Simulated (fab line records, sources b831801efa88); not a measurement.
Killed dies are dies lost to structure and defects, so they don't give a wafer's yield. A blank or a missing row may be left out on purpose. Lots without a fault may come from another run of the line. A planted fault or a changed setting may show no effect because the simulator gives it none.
Which tool did it? | flow gf180mcu | 24 lots, 72 wafers sampled, at 4 steps of a route of 602

WHAT THE GAUGES READ, wafer by wafer
GF_POLY_GATE_OVL_MEAS_11.
lot  | measured     | on         | POLY_GATE_OVL (nm)
L074 | day 9 03:47  | overlay-01 | 4 1 3
L075 | day 9 15:47  | overlay-02 | -1 -1 3
L076 | day 9 18:40  | overlay-02 | -7 -2 5
L077 | day 10 04:10 | overlay-01 | -11 -6 -10
L078 | day 10 15:07 | overlay-01 | 5 8 7
L079 | day 10 18:35 | overlay-01 | -4 0 6
L080 | day 11 02:28 | overlay-01 | 1 1 2
L081 | day 11 09:32 | overlay-01 | 2 -1 -1
L082 | day 11 15:16 | overlay-01 | 11 9 10
L083 | day 11 19:38 | overlay-01 | 4 2 5
L084 | day 12 05:34 | overlay-02 | -3 -2 1
L085 | day 12 14:22 | overlay-01 | 6 6 -1
L086 | day 12 17:26 | overlay-02 | 2 5 4
L087 | day 13 03:43 | overlay-01 | 6 0 -6
L088 | day 13 12:00 | overlay-01 | -3 5 -1
L089 | day 13 22:13 | overlay-01 | -2 -3 -8
L090 | day 14 03:44 | overlay-01 | 9 -3 3
L091 | day 14 11:15 | overlay-01 | -3 -10 -10
L092 | day 14 20:17 | overlay-02 | -5 1 -5
L093 | day 14 21:31 | overlay-02 | 5 1 -7
L094 | day 15 05:15 | overlay-01 | 0 -2 -4
L095 | day 15 12:28 | overlay-02 | -5 -3 3
L096 | day 15 18:27 | overlay-01 | 9 4 -1
L097 | day 16 04:18 | overlay-01 | -3 7 -2

GF_V2_OVL_MEAS_15.
lot  | measured     | on         | V2_OVL (nm)
L074 | day 20 06:58 | overlay-02 | 7 7 3
L075 | day 20 21:10 | overlay-01 | -9 1 -3
L076 | day 21 00:34 | overlay-02 | -8 -8 -13
L077 | day 21 14:47 | overlay-01 | 6 5 -4
L078 | day 22 06:32 | overlay-01 | 4 3 -1
L079 | day 22 08:43 | overlay-02 | -6 -3 2
L080 | day 22 20:43 | overlay-01 | -3 -2 0
L081 | day 23 00:25 | overlay-02 | -5 2 -8
L082 | day 23 09:28 | overlay-02 | 5 4 4
L083 | day 23 12:29 | overlay-01 | 5 -2 3
L084 | day 24 04:25 | overlay-02 | 3 3 3
L085 | day 24 19:06 | overlay-02 | 5 3 6
L086 | day 24 20:50 | overlay-01 | 1 -2 3
L087 | day 25 06:26 | overlay-01 | 3 -2 4
L088 | day 25 13:49 | overlay-02 | -1 0 -3
L089 | day 26 00:08 | overlay-02 | 6 -1 2
L090 | day 26 06:26 | overlay-01 | 2 5 4
L091 | day 26 11:24 | overlay-02 | -1 -2 3
L092 | day 26 18:14 | overlay-02 | 8 0 7
L093 | day 26 21:43 | overlay-02 | -9 -3 -11
L094 | day 27 07:22 | overlay-01 | 10 -1 4
L095 | day 27 12:01 | overlay-01 | 0 0 0
L096 | day 27 20:49 | overlay-01 | 6 -1 0
L097 | day 28 05:19 | overlay-01 | 2 -3 0

GF_M3_OVL_MEAS_15.
lot  | measured     | on         | M3_OVL (nm)
L074 | day 21 09:15 | overlay-02 | 0 -3 1
L075 | day 21 22:13 | overlay-02 | -7 -4 10
L076 | day 22 02:16 | overlay-01 | -1 4 -4
L077 | day 22 16:11 | overlay-01 | -6 2 -2
L078 | day 23 07:23 | overlay-01 | 9 -3 12
L079 | day 23 09:13 | overlay-01 | 6 2 0
L080 | day 23 20:50 | overlay-01 | 0 -2 -2
L081 | day 24 00:40 | overlay-01 | -6 -12 1
L082 | day 24 09:46 | overlay-01 | -8 -2 -8
L083 | day 24 12:01 | overlay-02 | -2 0 -8
L084 | day 25 04:07 | overlay-02 | 1 -5 6
L085 | day 25 17:46 | overlay-02 | -4 4 4
L086 | day 25 20:35 | overlay-01 | -10 -3 6
L087 | day 26 04:53 | overlay-01 | 2 9 12
L088 | day 26 12:50 | overlay-02 | 9 4 3
L089 | day 26 22:49 | overlay-02 | 4 -7 1
L090 | day 27 04:43 | overlay-01 | -6 -7 -15
L091 | day 27 09:22 | overlay-02 | -5 -3 -2
L092 | day 27 15:40 | overlay-01 | 4 11 6
L093 | day 27 19:56 | overlay-01 | 6 4 -8
L094 | day 28 05:35 | overlay-01 | -7 -5 -3
L095 | day 28 09:38 | overlay-01 | -2 0 0
L096 | day 28 18:16 | overlay-01 | -6 1 -2
L097 | day 29 01:59 | overlay-01 | 0 -1 -3

GF_V4_BOW_MEAS_05.
lot  | measured     | on            | V4_BOW (um)
L074 | day 23 12:44 | film_metro-02 | 138 131 141
L075 | day 24 00:33 | film_metro-04 | 142 131 122
L076 | day 24 04:58 | film_metro-01 | 125 128 137
L077 | day 24 17:36 | film_metro-02 | 115 125 125
L078 | day 25 08:02 | film_metro-04 | 139 145 156
L079 | day 25 09:45 | film_metro-01 | 131 126 115
L080 | day 25 20:41 | film_metro-01 | 140 150 140
L081 | day 25 23:54 | film_metro-02 | 136 132 123
L082 | day 26 09:07 | film_metro-01 | 128 120 126
L083 | day 26 11:17 | film_metro-02 | 134 133 145
L084 | day 27 03:10 | film_metro-01 | 124 129 139
L085 | day 27 15:22 | film_metro-01 | 152 152 132
L086 | day 27 17:52 | film_metro-01 | 152 150 146
L087 | day 28 02:31 | film_metro-02 | 127 133 128
L088 | day 28 10:07 | film_metro-02 | 129 129 129
L089 | day 28 18:35 | film_metro-04 | 143 152 149
L090 | day 29 00:46 | film_metro-01 | 142 138 147
L091 | day 29 04:23 | film_metro-02 | 128 129 140
L092 | day 29 10:22 | film_metro-02 | 132 136 132
L093 | day 29 15:11 | film_metro-02 | 127 140 132
L094 | day 30 00:09 | film_metro-01 | 133 113 133
L095 | day 30 04:34 | film_metro-01 | 143 137 138
L096 | day 30 12:32 | film_metro-04 | 135 143 161
L097 | day 30 19:20 | film_metro-04 | 137 147 141

WHICH TOOL RAN EACH LOT (tool, then ch and the chambers of the sampled wafers, then the start)
The record holds no process step before these readings.

WHAT THE TOOLS THEMSELVES READ (means of the sampled wafers that have a number; where no wafer has one, the mark that the record gives instead)
The record holds no such reading with a usual standard deviation.

THE ANSWER, worked out from the rows above alone
Rule: what is usual is taken from the lots themselves. Put in order of their means at a reading, lots are off if they are a third of the lots or fewer, leave a main group of 4 or more, and stand apart from it by a gap of 3 or more times the standard deviation of the main group's means; of several such gaps the widest counts. A main group whose means are all the same, to the digits that the tables above print for the reading, isn't used. A lot without any number at a reading at which 4 lots or more have one is off too. The other lots that the step has rows for count as sound. The gauges are gone through in route order, then the tools' own readings, and for those a lot's mean is taken as printed above. The first step at which some lot is off is used, and at that step the reading that is off furthest; a lot without a number counts as furthest.
No lot is off at any reading shown: from this, nothing can be told.

WHAT THE SIMULATOR HAD PUT IN
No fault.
